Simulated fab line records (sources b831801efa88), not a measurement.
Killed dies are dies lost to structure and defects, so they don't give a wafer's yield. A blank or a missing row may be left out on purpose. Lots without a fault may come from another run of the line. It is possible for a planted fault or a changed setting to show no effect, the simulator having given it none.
Comparing a struck lot with a sound one | flow sky130 | 43 out of 708 route steps
Sound: the wafers L415.3, L415.4, L415.5. The struck wafers were L437.1, L437.3, L437.5. The cause comes at the end.
Per side, at each step with rows, come the tool, then ch with its chambers, and then its first start. Under that, the readings that differ: sound wafers | struck wafers | difference of the means | sigmas: that difference in standard deviations of wafers without a fault.
alike: readings with means less than 2 such deviations apart, plus words and numbers identical on both sides. not compared: withheld readings, readings lacking a value on some wafer, bounds such as >300 that could conceal the same value, and numbers that have no deviation in the record and whose values overlap.
Wherever a step has rows on one side only, a row that says differs or no value, or a row with sigmas, the two part there. Non-overlapping numbers with no deviation appear without sigmas and do not part them. A reading missing from all wafers of one side parts the sides only when that side holds two or more wafers.

first, 4 steps without rows for these wafers: SKY_VIA1_STRIP_17 (strips in post etch residue remover, time 1200 s); SKY_VIA1_CLEAN_18 (cleans in IPA, time 180 s); SKY_VIA1_CLEAN_19 (cleans in O3/DIW); SKY_VIA1_SPUTTER_20 (material TiN, target thk 20 nm, time 80 s).
SKY_VIA1_CVD_21: deposits W, target thk 270 nm, time 80.902 s.
  sound on cvd_w-02 ch 0,1, day 34 02:35; struck on cvd_w-02 ch 0,1, day 41 02:16
  alike: heater_power_w
SKY_VIA1_RS_MEAS_22: uses a four-point probe to measure.
  sound on film_metro-01 at day 34 02:41; struck on film_metro-04 at day 41 02:22
  alike: VIA1_W_RS
SKY_VIA1_THK_MEAS_23: measures by xrf.
  sound on film_metro-01 at day 34 02:47; struck on film_metro-04 at day 41 02:29
  alike: VIA1_W_THK
then, 1 step without rows for these wafers: SKY_VIA1_CMP_24 (polishes, stops on SiO2, t overpolish 15 s, target thk 0 nm).
SKY_METAL2_SPUTTER_00: material Ti, target thk 15 nm, time 10 s.
  sound on pvd_sputter-04 at day 34 03:08; struck on pvd_sputter-04 at day 41 02:50
  alike: throttle_valve_pct
SKY_METAL2_SPUTTER_01: material TiN, target thk 20 nm, time 16.7 s.
  sound on pvd_sputter-04 at day 34 03:09; struck on pvd_sputter-04 at day 41 02:52
  alike: throttle_valve_pct
then, 1 step without rows for these wafers: SKY_METAL2_SPUTTER_02 (material AlCu, target thk 250 nm, time 13.3 s).
SKY_METAL2_SPUTTER_03: material Ti, target thk 5 nm, time 3.3 s.
  sound on pvd_sputter-04 at day 34 03:12; struck on pvd_sputter-04 at day 41 02:55
  alike: throttle_valve_pct
SKY_METAL2_SPUTTER_04: material TiN, target thk 70 nm, time 58.3 s.
  sound on pvd_sputter-04 at day 34 03:13; struck on pvd_sputter-04 at day 41 02:56
  alike: throttle_valve_pct
SKY_METAL2_RS_MEAS_05: uses a four-point probe to measure.
  sound on film_metro-02 at day 34 03:19; struck on film_metro-02 at day 41 02:59
  alike: METAL2_ALCU_RS
SKY_METAL2_THK_MEAS_06: measures by xrf.
  sound on film_metro-02 at day 34 03:25; struck on film_metro-02 at day 41 03:06
  alike: METAL2_ALCU_THK
then, 8 steps without rows for these wafers: SKY_METAL2_DEHYDRATE_07 (time 60 s); SKY_METAL2_HMDS_08 (prime time 60 s); SKY_METAL2_COAT_09 (resist thk 60 nm); SKY_METAL2_COAT_10 (resist thk 450 nm); SKY_METAL2_SOFTBAKE_11 (time 90 s); SKY_METAL2_EXPOSE_12 (exposes mask MM2, target cd 140 nm); SKY_METAL2_PEB_13; SKY_METAL2_DEVELOP_14 (develop time 60 s).
SKY_METAL2_CD_MEAS_15: the cd target is 140 nm.
  sound on cd_sem-02 at day 35 06:43; struck on cd_sem-01 at day 42 02:47
  alike: cd_nm
SKY_METAL2_OVL_MEAS_16:
  sound on overlay-02 at day 35 06:48; struck on overlay-02 at day 42 02:54
  alike: METAL2_OVL
then, 3 steps without rows for these wafers: SKY_METAL2_DESCUM_17 (chemistry O2, time 8 s); SKY_METAL2_ETCH_18 (etches BARC in N2/H2, stops on SiO2, time 45.9 s, target depth 60 nm); SKY_METAL2_METAL_ETCH_19 (etches the open film in Cl2/BCl3, stops on SiO2, target depth 360 nm, time 78 s).
SKY_METAL2_STRIP_20: strips in O2/N2.
  sound on plasma_asher-04 ch 0,1, day 35 07:02; struck on plasma_asher-04 ch 0,1, day 42 03:07
  alike: drypump_motor_current_A, o2_flow_sccm, oes_product_au, strip_time_to_endpoint_s
  not compared: rf_hours_counter_h
then, 4 steps without rows for these wafers: SKY_METAL2_STRIP_21 (strips in post etch residue remover, time 1200 s); SKY_METAL2_CLEAN_22 (cleans in IPA, time 180 s); SKY_METAL2_CLEAN_23 (cleans in O3/DIW); SKY_VIA2_HDPCVD_00 (deposits SiO2, target thk 1180 nm, time 196.7 s).
SKY_VIA2_THK_MEAS_01:
  sound on film_metro-02 at day 35 07:46; struck on film_metro-04 at day 42 03:59
  alike: VIA2_HDPCVD_THK
then, 1 step without rows for these wafers: SKY_VIA2_CMP_02 (polishes SiO2).
SKY_VIA2_BOW_MEAS_03:
  sound on film_metro-01 at day 35 08:08; struck on film_metro-02 at day 42 04:20
  alike: VIA2_BOW
then, 6 steps without rows for these wafers: SKY_VIA2_DEHYDRATE_04 (time 60 s); SKY_VIA2_HMDS_05 (prime time 60 s); SKY_VIA2_COAT_06 (resist thk 60 nm); SKY_VIA2_COAT_07 (resist thk 450 nm); SKY_VIA2_SOFTBAKE_08 (time 90 s); SKY_VIA2_EXPOSE_09 (exposes mask VIM2, target cd 200 nm).
-- the record jumps here: 9 days lie between the struck wafers' starts before and after (it left off in module VIA2 and takes up again in module PAD_OPEN, whose first step shown is number 708 of the route) --
SKY_PAD_OPEN_PROBE_99:
  sound on prober-02 at day 46 00:16; struck on prober-02 at day 51 00:34
  reading                               | sound             | struck            | difference | sigmas
  defect_limited_yield (%)              | 84.1 82.5 81.7    | 74.2 70.7 66.7    | -12.2      | -6
  killed_at_M0_to_M3                    | 38 47 42          | 78 110 116        | +59        | +8
  killed_dies                           | 78 86 90          | 127 144 164       | +60        | +6
  sort_bin_3_pad_short (%)              | 0.8 1.6 1.0       | 2.8 4.1 5.3       | +2.9       | +7
  sort_bin_5_function (%)               | 9.1 10.0 10.6     | 16.5 18.5 17.1    | +7.5       | +5
  sort_n_pass                           | 414 406 402       | 365 348 328       | -60        | -6
  sort_yield_pct (%)                    | 84.1 82.5 81.7    | 74.2 70.7 66.7    | -12.2      | -6
  model.etest.tester.sort_n_pass        | 414 406 402       | 365 348 328       | -60        |
  model.etest.tester.sort_yield_pct (%) | 84.15 82.52 81.71 | 74.19 70.73 66.67 | -12.26     |
  model.etest.tester.sort_bin_5_pct (%) | 9.146 9.959 10.57 | 16.46 18.5 17.07  | +7.45      |
  model.etest.tester.sort_bin_3_pct (%) | 0.813 1.626 1.016 | 2.846 4.065 5.285 | +2.914     |
  alike: killed_at_M4_up, killed_at_contacts, killed_at_front_end, killed_at_other, killed_open, killed_short, sort_bin_6_memory

## WHERE THEY PART
At SKY_PAD_OPEN_PROBE_99 and nowhere else, as far as this record goes.

WHY: the cause the simulator had injected
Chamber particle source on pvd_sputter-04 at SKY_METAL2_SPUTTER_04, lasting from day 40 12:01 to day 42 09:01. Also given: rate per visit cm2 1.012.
